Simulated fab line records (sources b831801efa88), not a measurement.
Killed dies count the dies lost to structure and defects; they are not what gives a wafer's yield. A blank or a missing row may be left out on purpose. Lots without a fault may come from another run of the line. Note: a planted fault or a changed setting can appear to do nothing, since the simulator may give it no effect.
Check of tool commonality + flow gf180mcu + 13 lots and 39 wafers in the sample

== REASON FOR OPENING ==
At GF_PSD_TW_MEAS_11 the reading PSD_TW is flagged on 3 of 13 lots. Fault-free wafers read 3219, with a standard deviation of 35.
Rule: a lot is flagged when every wafer of it that has a number lies more than 4 standard deviations from that mean, or none has a number. All remaining lots are regarded as sound.

| lot  | measured     | on            | PSD_TW, wafer by wafer | flag    |
|------|--------------|---------------|------------------------|---------|
| L880 | day 14 03:19 | film metro-04 | 3174 3150 3178         |         |
| L883 | day 15 05:49 | film metro-02 | 3267 3259 3259         |         |
| L884 | day 15 10:20 | film metro-01 | 3154 3145 3166         |         |
| L885 | day 16 00:11 | film metro-01 | 4254 4248 4258         | FLAGGED |
| L886 | day 16 09:16 | film metro-02 | 4327 4322 4334         | FLAGGED |
| L887 | day 16 17:55 | film metro-01 | 4247 4242 4256         | FLAGGED |
| L895 | day 19 21:25 | film metro-02 | 3218 3238 3238         |         |
| L896 | day 20 04:54 | film metro-02 | 3255 3258 3258         |         |
| L898 | day 20 17:41 | film metro-01 | 3200 3210 3190         |         |
| L900 | day 21 10:53 | film metro-02 | 3243 3239 3220         |         |
| L901 | day 21 18:17 | film metro-02 | 3250 3244 3241         |         |
| L902 | day 22 00:23 | film metro-04 | 3203 3207 3200         |         |
| L903 | day 22 05:03 | film metro-02 | 3262 3250 3241         |         |
Average over the flagged lots: 4276; offset from the usual +1057, equal to +30 standard deviations.

== WHICH TOOL RAN EACH LOT ==
Before the reading, the record contains 2 process steps out of a 602-step route. Read each cell as the tool, then ch plus the chambers that the sampled wafers visited, then the start.
| lot  | flag    | GF_HV_LDD_RTA_52                 | GF_NSD_COAT_02                    |
|------|---------|----------------------------------|-----------------------------------|
| L880 |         | rtp anneal-02 ch 0, day 12 09:24 | litho track-02 ch 0, day 12 21:44 |
| L883 |         | rtp anneal-02 ch 0, day 13 09:41 | litho track-01 ch 0, day 13 22:39 |
| L884 |         | rtp anneal-02 ch 0, day 13 14:52 | litho track-03 ch 0, day 14 02:30 |
| L885 | FLAGGED | rtp anneal-02 ch 0, day 14 02:29 | litho track-02, day 14 16:01      |
| L886 | FLAGGED | rtp anneal-02 ch 0, day 14 09:37 | litho track-02, day 14 23:01      |
| L887 | FLAGGED | rtp anneal-02 ch 0, day 14 17:01 | litho track-02, day 15 07:58      |
| L895 |         | rtp anneal-01 ch 0, day 17 19:18 | litho track-02 ch 0, day 18 09:47 |
| L896 |         | rtp anneal-02 ch 0, day 18 01:22 | litho track-01 ch 0, day 18 16:09 |
| L898 |         | rtp anneal-02 ch 0, day 18 13:41 | litho track-03 ch 0, day 19 04:55 |
| L900 |         | rtp anneal-02 ch 0, day 19 07:06 | litho track-02 ch 0, day 19 22:19 |
| L901 |         | rtp anneal-02 ch 0, day 19 15:28 | litho track-02 ch 0, day 20 05:40 |
| L902 |         | rtp anneal-02 ch 0, day 19 21:53 | litho track-02 ch 0, day 20 12:44 |
| L903 |         | rtp anneal-02 ch 0, day 20 02:26 | litho track-02 ch 0, day 20 16:32 |
What these steps do:
- GF_HV_LDD_RTA_52: time 10 s.
- GF_NSD_COAT_02: resist thk 1000 nm.
- GF_PSD_TW_MEAS_11

== FLAGGED OVER TOTAL, TOOL BY TOOL (the gauges that took the reading come last) ==
| step              | tool           | lots run | flagged | share of the flagged lots | sound lots run after its first flagged lot |
|-------------------|----------------|----------|---------|---------------------------|--------------------------------------------|
| GF_HV_LDD_RTA_52  | rtp anneal-01  | 1        | 0       | none                      | -                                          |
| GF_HV_LDD_RTA_52  | rtp anneal-02  | 12       | 3       | all                       | 6 (L896,L898,L900,L901,L902,L903)          |
| GF_NSD_COAT_02    | litho track-01 | 2        | 0       | none                      | -                                          |
| GF_NSD_COAT_02    | litho track-02 | 9        | 3       | all                       | 5 (L895,L900,L901,L902,L903)               |
| GF_NSD_COAT_02    | litho track-03 | 2        | 0       | none                      | -                                          |
| GF_PSD_TW_MEAS_11 | film metro-01  | 4        | 2       | some                      | 1 (L898)                                   |
| GF_PSD_TW_MEAS_11 | film metro-02  | 7        | 1       | some                      | 5 (L895,L896,L900,L901,L903)               |
| GF_PSD_TW_MEAS_11 | film metro-04  | 2        | 0       | none                      | -                                          |

== WHAT THE TABLE PERMITS ==
Every flagged lot went through 2 rows of the table: rtp anneal-02 at GF_HV_LDD_RTA_52 and litho track-02 at GF_NSD_COAT_02.
- rtp anneal-02 at GF_HV_LDD_RTA_52 ran 12 lots, 3 of them flagged. After the first flagged lot (L896, L898, L900, L901, L902, L903), sound lots still ran on it; a lasting fault on the whole tool would not permit that.
- litho track-02 at GF_NSD_COAT_02 ran 9 lots, 3 of them flagged. After the first flagged lot (L895, L900, L901, L902, L903), sound lots still ran on it; a lasting fault on the whole tool would not permit that. On the flagged lots its readings are blank where sound lots have values: chill plate temp C, dispense pressure kPa, exhaust pa.
Every row of the table either missed a flagged lot or ran a sound lot after the first.

== WHAT THE SIMULATOR HAD PUT IN ==
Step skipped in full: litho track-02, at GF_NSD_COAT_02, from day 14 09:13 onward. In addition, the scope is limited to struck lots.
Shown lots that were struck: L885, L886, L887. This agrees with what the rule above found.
